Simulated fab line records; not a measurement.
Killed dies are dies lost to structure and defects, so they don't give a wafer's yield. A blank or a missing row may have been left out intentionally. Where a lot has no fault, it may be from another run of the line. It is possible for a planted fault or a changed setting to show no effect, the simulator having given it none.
2 desks looking at one fault    flow sky130    each desk holds nothing but its own numbers, with what lay behind them at the end

== AT THE METROLOGY DESK ==
What the gauges read, lot by lot, whatever tool the lot ran on: means of the sampled wafers that have a number. A lot is out of limits, marked OUT, if its mean lies more than 4 standard deviations from the usual mean; the brackets give that distance.
Columns: A = cd_nm at SKY_CONTACT_CD_MEAS_14, usual 170.1 nm
lot   first seen here  A
L801  day 31 18:03     168.2
L802  day 32 04:50     171.1
L803  day 32 13:35     171.5
L804  day 33 00:00     169.7
L806  day 33 14:58     171.0
L808  day 33 22:46     169.5
L809  day 34 13:16     166.7
L810  day 34 21:38     169.3
L811  day 35 06:13     169.3
L812  day 36 01:58     169.9
L814  day 36 05:11     170.7
L820  day 38 03:15     168.5
L821  day 38 09:40     169.7
Result from this desk: across the 13 lots, nothing is out of limits.

== FOR THE TOOL OWNER'S DESK: litho_track-03 ==
The tool's own readings at SKY_CONTACT_DEVELOP_13 (develop time 60 s): means of the sampled wafers that have a number, for each lot that ran on this tool. A lot is out of limits, marked OUT, if its mean lies more than 4 standard deviations from the usual mean; the brackets give that distance.
Columns: A = developer_temp_C at SKY_CONTACT_DEVELOP_13, usual 20.97 C
lot   first seen here  A
L801  day 31 17:00     21.01
L804  day 32 23:00     21.08
L806  day 33 14:00     20.96
L808  day 33 22:00     20.86
L811  day 35 06:00     21.02
L812  day 36 01:00     21.48 (+4.6) OUT
L814  day 36 05:00     21.62 (+5.9) OUT
This desk's finding: out of limits on L812, L814; first on L812, day 36 01:00 (developer_temp_C at SKY_CONTACT_DEVELOP_13). L801, L804, L806, L808, L811: within limits.

== ALL TOGETHER ==
The tool owner's desk had the chance to raise an alarm at day 36 01:00 on L812, L814.
The metrology desk saw nothing out of limits.
The metrology desk has L812, L814 on record, within its limits.
The lots listed all ran SKY_CONTACT_DEVELOP_13 on litho_track-03.

== WHAT THE SIMULATOR PUT IN ==
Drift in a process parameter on litho_track-03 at SKY_CONTACT_DEVELOP_13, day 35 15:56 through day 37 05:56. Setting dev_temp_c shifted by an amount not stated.
Shown lots that were struck: L812, L814.
Delay in hours, fault start to first out-of-limits reading, by desk: the tool owner's desk at 9.
